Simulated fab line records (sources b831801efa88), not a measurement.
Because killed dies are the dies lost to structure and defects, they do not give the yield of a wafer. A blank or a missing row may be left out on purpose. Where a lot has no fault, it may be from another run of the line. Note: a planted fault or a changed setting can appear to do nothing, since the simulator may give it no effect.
Which tool was responsible? + flow gf180mcu + 13 lots, 39 wafers sampled, at 5 steps of a route of 602

## WHAT EACH GAUGE READ, for each wafer
GF_VT_IMPLANT_OVL_MEAS_29.
| lot  | measured     | on         | VT_IMPLANT_02_OVL (nm) |
|------|--------------|------------|------------------------|
| L100 | day 6 21:46  | overlay-01 | 2.7 3.2 1.3            |
| L101 | day 7 01:04  | overlay-01 | 1.9 1.7 1.4            |
| L102 | day 7 07:55  | overlay-02 | 0.4 0.0 0.6            |
| L103 | day 7 16:44  | overlay-01 | 0.1 -0.1 1.2           |
| L104 | day 7 21:10  | overlay-02 | -0.5 -0.3 0.4          |
| L105 | day 8 06:44  | overlay-02 | 1.4 1.6 1.3            |
| L114 | day 10 15:16 | overlay-01 | -2.0 -1.4 -0.7         |
| L117 | day 11 14:40 | overlay-02 | 0.2 1.1 2.1            |
| L118 | day 11 17:49 | overlay-01 | 1.0 2.3 2.2            |
| L119 | day 12 01:01 | overlay-01 | 0.1 -0.2 -2.1          |
| L120 | day 12 05:19 | overlay-02 | -1.1 0.4 0.4           |
| L121 | day 12 13:52 | overlay-01 | 2.0 2.2 2.3            |
| L122 | day 12 20:25 | overlay-02 | 0.6 -0.1 1.1           |

GF_DUAL_GATE_OVL_MEAS_11.
| lot  | measured     | on         | DUAL_GATE_OVL (nm) |
|------|--------------|------------|--------------------|
| L100 | day 8 09:23  | overlay-01 | -1.0 0.3 -1.1      |
| L101 | day 8 12:32  | overlay-02 | -2.0 -2.1 -2.5     |
| L102 | day 8 18:56  | overlay-02 | 1.2 1.7 0.9        |
| L103 | day 9 05:58  | overlay-01 | -1.1 -1.5 -0.5     |
| L104 | day 9 09:50  | overlay-02 | 1.6 0.1 0.2        |
| L105 | day 9 19:29  | overlay-02 | 0.5 -0.6 0.2       |
| L114 | day 12 06:26 | overlay-01 | - - -              |
| L117 | day 13 07:40 | overlay-01 | -1.3 -0.5 -3.0     |
| L118 | day 13 14:35 | overlay-02 | -2.9 -1.8 -2.9     |
| L119 | day 13 19:05 | overlay-01 | -1.3 -1.2 -2.6     |
| L120 | day 13 23:37 | overlay-02 | 2.1 0.1 0.1        |
| L121 | day 14 08:56 | overlay-01 | 1.6 1.3 -0.6       |
| L122 | day 14 16:58 | overlay-01 | -0.1 -0.8 0.1      |

GF_CONTACT_THK_MEAS_01.
| lot  | measured     | on           | CONTACT_CVD_00_THK (nm) |
|------|--------------|--------------|-------------------------|
| L100 | day 15 05:19 | filmMetro-01 | 301 299 303             |
| L101 | day 15 15:04 | filmMetro-03 | 307 300 300             |
| L102 | day 15 19:51 | filmMetro-04 | 310 300 302             |
| L103 | day 16 06:58 | filmMetro-03 | 304 297 300             |
| L104 | day 16 12:08 | filmMetro-01 | 308 300 303             |
| L105 | day 17 01:05 | filmMetro-01 | 299 302 300             |
| L117 | day 21 13:50 | filmMetro-04 | 307 302 304             |
| L118 | day 21 17:21 | filmMetro-01 | 308 301 308             |
| L119 | day 22 00:14 | filmMetro-04 | 296 299 302             |
| L120 | day 22 04:47 | filmMetro-04 | 301 299 297             |
| L121 | day 22 14:49 | filmMetro-04 | 305 296 304             |
| L122 | day 22 23:02 | filmMetro-01 | 300 304 304             |

## WHICH TOOL RAN EACH LOT (tool, then ch and the chambers of the sampled wafers, then the start)
| lot  | GF_DUAL_GATE_EXPOSE_08             | GF_SALICIDE_RTA_06              |
|------|------------------------------------|---------------------------------|
| L100 | ilineStepper-01 ch 0, day 8 01:04  | rtpAnneal-02 ch 0, day 15 04:59 |
| L101 | ilineStepper-01 ch 0, day 8 04:10  | rtpAnneal-02 ch 0, day 15 14:44 |
| L102 | ilineStepper-01 ch 0, day 8 11:11  | rtpAnneal-02 ch 0, day 15 19:31 |
| L103 | ilineStepper-01 ch 0, day 8 21:49  | rtpAnneal-01 ch 0, day 16 06:32 |
| L104 | ilineStepper-01 ch 0, day 9 01:34  | rtpAnneal-01 ch 0, day 16 11:49 |
| L105 | ilineStepper-01 ch 0, day 9 11:01  | rtpAnneal-01 ch 0, day 17 00:39 |
| L114 | ilineStepper-01 ch 0, day 11 21:23 | -                               |
| L117 | ilineStepper-01 ch 0, day 12 22:10 | rtpAnneal-01 ch 0, day 21 13:29 |
| L118 | ilineStepper-01 ch 0, day 13 04:35 | rtpAnneal-02 ch 0, day 21 17:01 |
| L119 | ilineStepper-01 ch 0, day 13 09:23 | rtpAnneal-02 ch 0, day 21 23:53 |
| L120 | ilineStepper-01 ch 0, day 13 13:43 | rtpAnneal-02 ch 0, day 22 04:27 |
| L121 | ilineStepper-01 ch 0, day 13 22:22 | rtpAnneal-02 ch 0, day 22 14:28 |
| L122 | ilineStepper-02 ch 0, day 14 06:00 | rtpAnneal-02 ch 0, day 22 22:42 |
- GF_DUAL_GATE_EXPOSE_08: exposes mask Dualgate, target cd 700 nm.
- GF_SALICIDE_RTA_06: time 30 s.

## AS READ BY THE TOOLS THEMSELVES (means over the sampled wafers that have a number; for cases with no such wafer, the mark the record gives instead)
GF_SALICIDE_RTA_06.
| lot  | tool         | lampPowerPct (%) | wafer_temp_C_max |
|------|--------------|------------------|------------------|
| L100 | rtpAnneal-02 | 6.48             | 531.8            |
| L101 | rtpAnneal-02 | 6.48             | 531.6            |
| L102 | rtpAnneal-02 | 6.48             | 531.7            |
| L103 | rtpAnneal-01 | 6.87             | 532.0            |
| L104 | rtpAnneal-01 | 6.86             | 532.1            |
| L105 | rtpAnneal-01 | 6.86             | 532.0            |
| L117 | rtpAnneal-01 | 6.86             | 531.8            |
| L118 | rtpAnneal-02 | 6.48             | 531.5            |
| L119 | rtpAnneal-02 | 6.48             | 531.7            |
| L120 | rtpAnneal-02 | 6.48             | 532.1            |
| L121 | rtpAnneal-02 | 6.48             | 532.0            |
| L122 | rtpAnneal-02 | 6.48             | 531.6            |

## THE ANSWER, worked out from the rows above alone
Rule: the lots themselves supply what counts as usual. The widest of any qualifying gaps counts: lots, ordered by their means at a reading, are off when they make up no more than a third of the lots, leave a main group of 4 or more, and stand apart from it by 3 or more times the standard deviation of that group's means. A main group whose means are all the same, to the digits that the tables above print for the reading, isn't used. Also off: a lot with no number at a reading for which 4 or more lots have one. Any other lot the step has rows for is counted as sound. First the gauges in route order, then the tools' own readings, where a lot's mean is used as printed above. The first step at which some lot is off is used, and at that step the reading that is off furthest; a lot without a number counts as furthest.
Off: L114, seen at GF_DUAL_GATE_OVL_MEAS_11 (DUAL_GATE_OVL). Without a number there: L114. Main group: mean -0.5 nm, sd 1.2.
If a tool, at a process step before that reading, ran all the lots that are off and no sound lot after the first of them, it fits. The gauges at GF_DUAL_GATE_OVL_MEAS_11 are tried like those tools. No candidate that was tried fits.

## WHAT THE SIMULATOR HAD PUT IN
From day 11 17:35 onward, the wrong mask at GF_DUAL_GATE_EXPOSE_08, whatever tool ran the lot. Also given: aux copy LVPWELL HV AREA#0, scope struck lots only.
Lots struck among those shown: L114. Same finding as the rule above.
